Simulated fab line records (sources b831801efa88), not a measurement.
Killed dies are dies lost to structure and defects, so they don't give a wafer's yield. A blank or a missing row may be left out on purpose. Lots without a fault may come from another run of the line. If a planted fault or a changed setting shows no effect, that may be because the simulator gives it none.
fab line records -- flow gf180mcu
record lots=14, wafers=42, last_day=33
route steps=602 shown DUAL_GATE@152 HV_LDD@219 CONTACT@310
lots that met no fault: from a run of the same line without faults
start_h: hours from the record's first day to the start of the lot's first wafer shown -- wait_h: hours elapsed since this lot's preceding step -- " identical to the entry in the row above -- L1.1+2: one row covering several wafers at once -- - no value, or no start given -- * or withheld: withheld -- < > ~ a bound
route shown NAME@n: NAME is a module with steps in the file, n the number in the route of the first one -- usual: mean and standard deviation over wafers with no fault -- same: alike in all rows -- chamber/n: place in a boat -- sites: the reading at each site -- _std_site: standard deviation across them -- _edge_site: inner sites' mean taken away from outer sites' mean -- radius_mm: for every site, how far away it sits from the centre of the wafer -- mask NAME#n: copy n -- behind: the most recent tool/chamber to have shaped the wafer -- hold: reason for holding the lot/hours on hold/outcome of the hold -- device: which transistor (n, p or np) failed to switch -- end of line: the route-end tests of the same wafers -- a step with no rows: only its recipe -- killed: the dies lost at the first sort to structure and to defects; this is not the yield of the wafer -- map: a wafer's dies, x killed, . not, _ none there
set.NAME: the run value of the setting; set.NAME@STEP: its run value at that earlier step -- model.NAME: the simulator's own value behind a step, which no gauge read
one table for each step of the route and one row for each wafer, over a sample of lots
services: from which hour (start_h, from the record's first day; less than 0 if before it) a tool's chamber was out of use, for how many hours, and why
## steps
# step GF_DUAL_GATE_OVL_MEAS_11
# usual DUAL_GATE_OVL=0.8/1.2
lot.wafer,tool,chamber,start_h,wait_h,DUAL_GATE_OVL[nm]
L908.2,overlay-01,-,197.51,0.1,0.1
L908.3,overlay-01,-,197.51,0.1,2.6
L908.6,overlay-01,-,197.51,0.1,2.2
L909.1,overlay-02,-,201.05,0.1,-0.2
L909.2,overlay-02,-,201.05,0.1,1.5
L909.5,overlay-02,-,201.05,0.1,-0.9
L910.2,overlay-02,-,210.71,0.1,0.9
L910.5,overlay-02,-,210.71,0.1,0.7
L910.6,overlay-02,-,210.71,0.1,-0.7
L913.3,overlay-02,-,232.67,0.1,1.7
L913.4,overlay-02,-,232.67,0.1,0.8
L913.5,overlay-02,-,232.67,0.1,0.2
L914.1,overlay-02,-,240.06,0.1,1.6
L914.2,overlay-02,-,240.06,0.1,-0.9
L914.5,overlay-02,-,240.06,0.1,0.5
L915.1,overlay-02,-,246.11,0.1,1.0
L915.3,overlay-02,-,246.11,0.1,1.5
L915.4,overlay-02,-,246.11,0.1,-1.5
L916.3,overlay-01,-,249.67,0.1,0.5
L916.5,overlay-01,-,249.67,0.1,2.4
L916.6,overlay-01,-,249.67,0.1,-0.3
L917.1,overlay-02,-,256.81,0.1,2.5
L917.3,overlay-02,-,256.81,0.1,1.5
L917.4,overlay-02,-,256.81,0.1,1.7
L918.3,overlay-01,-,268.97,0.1,0.9
L918.4,overlay-01,-,268.97,0.1,2.2
L918.5,overlay-01,-,268.97,0.1,1.2
L919.2,overlay-02,-,270.21,0.1,-1.2
L919.4,overlay-02,-,270.21,0.1,-0.8
L919.6,overlay-02,-,270.21,0.1,-0.3
L920.1,overlay-02,-,281.26,0.1,-0.5
L920.2,overlay-02,-,281.26,0.1,1.7
L920.3,overlay-02,-,281.26,0.1,0.6
L921.2,overlay-02,-,285.01,0.1,3.4
L921.4,overlay-02,-,285.01,0.1,2.2
L921.5,overlay-02,-,285.01,0.1,1.1
L922.1,overlay-02,-,294.25,0.1,-0.4
L922.3,overlay-02,-,294.25,0.1,0.6
L922.5,overlay-02,-,294.25,0.1,0.1
L923.1,overlay-02,-,302.41,0.1,0.2
L923.2,overlay-02,-,302.41,0.1,1.9
L923.5,overlay-02,-,302.41,0.1,-1.0
# step GF_HV_LDD_EXPOSE_43
# recipe mask_id=Pplus_HV_AREA, target_cd_nm=400, na=0.6, source_shape=conventional, sigma_outer=0.6, dose_mj=140
# usual exposure_dose_mJ_cm2=140.03/0.15, focus_offset_nm=0.0/0.49, sigma_outer=0.6/0
lot.wafer,tool,chamber,start_h,wait_h,mask,exposure_dose_mJ_cm2,focus_offset_nm,sigma_outer
L908.2,iline_stepper-01,0,284.33,-,Pplus_HV_AREA#0,139.91,-0.6,0.6
L908.3,iline_stepper-01,0,284.33,-,Pplus_HV_AREA#0,140.29,-0.2,0.6
L908.6,iline_stepper-01,0,284.33,-,Pplus_HV_AREA#0,139.84,-0.2,0.6
L909.1,iline_stepper-01,0,290.99,-,Pplus_HV_AREA#0,139.92,-0.6,0.6
L909.2,iline_stepper-01,0,290.99,-,Pplus_HV_AREA#0,140.21,0.1,0.6
L909.5,iline_stepper-01,0,290.99,-,Pplus_HV_AREA#0,139.94,-0.4,0.6
L910.2,iline_stepper-01,0,299.53,-,Pplus_HV_AREA#0,140.00,0.0,0.6
L910.5,iline_stepper-01,0,299.53,-,Pplus_HV_AREA#0,139.84,-0.6,0.6
L910.6,iline_stepper-01,0,299.53,-,Pplus_HV_AREA#0,140.06,0.0,0.6
L913.3,iline_stepper-02,0,327.80,-,Pplus_HV_AREA#0,140.13,0.5,0.6
L913.4,iline_stepper-02,0,327.80,-,Pplus_HV_AREA#0,140.19,0.7,0.6
L913.5,iline_stepper-02,0,327.80,-,Pplus_HV_AREA#0,140.07,1.1,0.6
L914.1,iline_stepper-01,0,335.71,-,Pplus_HV_AREA#0,140.12,0.4,0.6
L914.2,iline_stepper-01,0,335.71,-,Pplus_HV_AREA#0,140.19,0.0,0.6
L914.5,iline_stepper-01,0,335.71,-,Pplus_HV_AREA#0,140.02,0.8,0.6
L915.1,iline_stepper-01,0,342.61,-,Pplus_HV_AREA#0,140.20,0.3,0.6
L915.3,iline_stepper-01,0,342.61,-,Pplus_HV_AREA#0,140.07,-0.4,0.6
L915.4,iline_stepper-01,0,342.61,-,Pplus_HV_AREA#0,140.01,-0.5,0.6
L916.3,iline_stepper-02,0,346.57,-,Pplus_HV_AREA#0,140.08,-0.1,0.6
L916.5,iline_stepper-02,0,346.57,-,Pplus_HV_AREA#0,140.08,-0.2,0.6
L916.6,iline_stepper-02,0,346.57,-,Pplus_HV_AREA#0,140.38,-0.4,0.6
L917.1,iline_stepper-01,0,354.73,-,Pplus_HV_AREA#0,139.90,-0.3,0.6
L917.3,iline_stepper-01,0,354.73,-,Pplus_HV_AREA#0,139.82,0.1,0.6
L917.4,iline_stepper-01,0,354.73,-,Pplus_HV_AREA#0,140.09,0.5,0.6
L918.3,iline_stepper-01,0,368.05,-,Pplus_HV_AREA#0,139.91,0.5,0.6
L918.4,iline_stepper-01,0,368.05,-,Pplus_HV_AREA#0,139.90,0.1,0.6
L918.5,iline_stepper-01,0,368.05,-,Pplus_HV_AREA#0,139.86,0.3,0.6
L919.2,iline_stepper-01,-,374.78,-,Pplus_HV_AREA#0,-,-,-
L919.4,iline_stepper-01,-,374.78,-,Pplus_HV_AREA#0,-,-,-
L919.6,iline_stepper-01,-,374.78,-,Pplus_HV_AREA#0,-,-,-
L920.1,iline_stepper-01,-,384.11,-,Pplus_HV_AREA#0,-,-,-
L920.2,iline_stepper-01,-,384.11,-,Pplus_HV_AREA#0,-,-,-
L920.3,iline_stepper-01,-,384.11,-,Pplus_HV_AREA#0,-,-,-
L921.2,iline_stepper-01,0,390.71,-,Pplus_HV_AREA#0,140.14,1.0,0.6
L921.4,iline_stepper-01,0,390.71,-,Pplus_HV_AREA#0,140.13,-0.4,0.6
L921.5,iline_stepper-01,0,390.71,-,Pplus_HV_AREA#0,140.17,0.9,0.6
L922.1,iline_stepper-01,0,400.80,-,Pplus_HV_AREA#0,139.91,0.5,0.6
L922.3,iline_stepper-01,0,400.80,-,Pplus_HV_AREA#0,140.00,0.5,0.6
L922.5,iline_stepper-01,0,400.80,-,Pplus_HV_AREA#0,139.86,-0.2,0.6
L923.1,iline_stepper-02,0,407.23,-,Pplus_HV_AREA#0,139.84,-0.2,0.6
L923.2,iline_stepper-02,0,407.23,-,Pplus_HV_AREA#0,140.06,0.2,0.6
L923.5,iline_stepper-02,0,407.23,-,Pplus_HV_AREA#0,140.06,0.3,0.6
# step GF_CONTACT_SPUTTER_23
# recipe material=TiN, target_thk_nm=10, chamber_pressure_pa=5, power_w=4000, time_s=40
# usual throttle_valve_pct=29.8/1.1
lot.wafer,tool,chamber,start_h,wait_h,throttle_valve_pct
L908.2,pvd_sputter-02,-,389.48,0.0,29.3
L908.3,pvd_sputter-02,-,389.48,0.0,28.4
L908.6,pvd_sputter-02,-,389.48,0.0,28.5
L909.1,pvd_sputter-01,-,396.17,0.0,28.1
L909.2,pvd_sputter-01,-,396.17,0.0,30.7
L909.5,pvd_sputter-01,-,396.17,0.0,28.0
L910.2,pvd_sputter-01,-,406.24,0.0,30.8
L910.5,pvd_sputter-01,-,406.24,0.0,28.3
L910.6,pvd_sputter-01,-,406.24,0.0,30.2
L913.3,pvd_sputter-01,-,439.18,0.0,29.9
L913.4,pvd_sputter-01,-,439.18,0.0,30.7
L913.5,pvd_sputter-01,-,439.18,0.0,29.7
L914.1,pvd_sputter-02,-,446.02,0.0,29.5
L914.2,pvd_sputter-02,-,446.02,0.0,28.1
L914.5,pvd_sputter-02,-,446.02,0.0,27.9
L915.1,pvd_sputter-01,-,454.52,0.0,30.7
L915.3,pvd_sputter-01,-,454.52,0.0,30.0
L915.4,pvd_sputter-01,-,454.52,0.0,28.4
L916.3,pvd_sputter-01,-,458.98,0.0,28.0
L916.5,pvd_sputter-01,-,458.98,0.0,30.1
L916.6,pvd_sputter-01,-,458.98,0.0,30.6
L917.1,pvd_sputter-04,-,468.46,0.0,29.9
L917.3,pvd_sputter-04,-,468.46,0.0,28.5
L917.4,pvd_sputter-04,-,468.46,0.0,30.3
L918.3,pvd_sputter-04,-,480.79,0.0,28.3
L918.4,pvd_sputter-04,-,480.79,0.0,30.2
L918.5,pvd_sputter-04,-,480.79,0.0,30.5
L921.2,pvd_sputter-01,-,504.23,0.0,30.0
L921.4,pvd_sputter-01,-,504.23,0.0,30.7
L921.5,pvd_sputter-01,-,504.23,0.0,28.2
L922.1,pvd_sputter-01,-,513.78,0.0,30.6
L922.3,pvd_sputter-01,-,513.78,0.0,29.8
L922.5,pvd_sputter-01,-,513.78,0.0,30.2
L923.1,pvd_sputter-04,-,520.36,0.0,30.6
L923.2,pvd_sputter-04,-,520.36,0.0,30.1
L923.5,pvd_sputter-04,-,520.36,0.0,30.5
# step GF_CONTACT_RS_MEAS_25
# recipe thk_meas_gauge=four-point-probe, reads=W_of_CONTACT_CVD_24+TiN_of_CONTACT_SPUTTER_23+Ti_of_CONTACT_SPUTTER_22
# usual CONTACT_W_RS=0.385/0.0061
lot.wafer,tool,chamber,start_h,wait_h,CONTACT_W_RS[ohm/sq]
L908.2,film_metro-03,-,389.64,0.1,0.397
L908.3,film_metro-03,-,389.64,0.1,0.393
L908.6,film_metro-03,-,389.64,0.1,0.389
L909.1,film_metro-04,-,396.31,0.1,0.378
L909.2,film_metro-04,-,396.31,0.1,0.387
L909.5,film_metro-04,-,396.31,0.1,0.386
L910.2,film_metro-04,-,406.40,0.1,0.381
L910.5,film_metro-04,-,406.40,0.1,0.385
L910.6,film_metro-04,-,406.40,0.1,0.380
L913.3,film_metro-01,-,439.36,0.1,0.385
L913.4,film_metro-01,-,439.36,0.1,0.385
L913.5,film_metro-01,-,439.36,0.1,0.382
L914.1,film_metro-03,-,446.16,0.1,0.380
L914.2,film_metro-03,-,446.16,0.1,0.378
L914.5,film_metro-03,-,446.16,0.1,0.379
L915.1,film_metro-03,-,454.66,0.1,0.383
L915.3,film_metro-03,-,454.66,0.1,0.381
L915.4,film_metro-03,-,454.66,0.1,0.378
L916.3,film_metro-01,-,459.46,0.4,0.393
L916.5,film_metro-01,-,459.46,0.4,0.390
L916.6,film_metro-01,-,459.46,0.4,0.384
L917.1,film_metro-04,-,468.60,0.1,0.384
L917.3,film_metro-04,-,468.60,0.1,0.379
L917.4,film_metro-04,-,468.60,0.1,0.380
L918.3,film_metro-01,-,480.97,0.1,0.387
L918.4,film_metro-01,-,480.97,0.1,0.382
L918.5,film_metro-01,-,480.97,0.1,0.390
L921.2,film_metro-03,-,504.38,0.1,0.375
L921.4,film_metro-03,-,504.38,0.1,0.375
L921.5,film_metro-03,-,504.38,0.1,0.385
L922.1,film_metro-04,-,513.92,0.1,0.391
L922.3,film_metro-04,-,513.92,0.1,0.396
L922.5,film_metro-04,-,513.92,0.1,0.398
L923.1,film_metro-03,-,520.49,0.1,0.389
L923.2,film_metro-03,-,520.49,0.1,0.391
L923.5,film_metro-03,-,520.49,0.1,0.389
## services
tool,chamber,start_h,hours,kind
iline_stepper-01,-,280.17,1.7,pm
iline_stepper-01,0,359.49,-,calibration
iline_stepper-01,-,417.02,2.1,pm
iline_stepper-01,-,419.10,-,consumable_replace:lamp
iline_stepper-02,-,450.67,1.7,pm
iline_stepper-02,0,480.53,-,calibration
pvd_sputter-01,-,494.22,2.5,repair
iline_stepper-01,-,498.32,1.7,pm
## key
first_sign step=GF_HV_LDD_EXPOSE_43, reading=tool_record, direction=missing
effect none on later readings
met_at GF_HV_LDD_EXPOSE_43
struck_lots L919,L920
later_rows_left_out L919.2,L919.4,L919.6,L920.1,L920.2,L920.3
sort_left_out L919.2,L919.4,L919.6,L920.1,L920.2,L920.3
tester_left_out L919,L920
not_acting_at GF_DUAL_GATE_OVL_MEAS_11,GF_CONTACT_SPUTTER_23,GF_CONTACT_RS_MEAS_25
onset_between 368.05 374.78
fault kind=skipped_step_whole, tool=iline_stepper-01, chamber=-, onset_h=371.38, steps=GF_HV_LDD_EXPOSE_43, scope=struck_lots_only
# tester_left_out: of these lots the tester's yield and bins aren't shown, on N5 and GAA mostly nor the transistor test; their killed dies are dies lost to structure and defects alone, not to doping, threshold or leakage, so they don't give the yield
# sort_left_out: the simulated sort isn't trusted on such a fault, so these wafers' sort isn't shown, and their yield isn't known
# later_rows_left_out: the simulator's readings of these wafers behind a module that went badly wrong aren't trusted and aren't shown, but for the sort
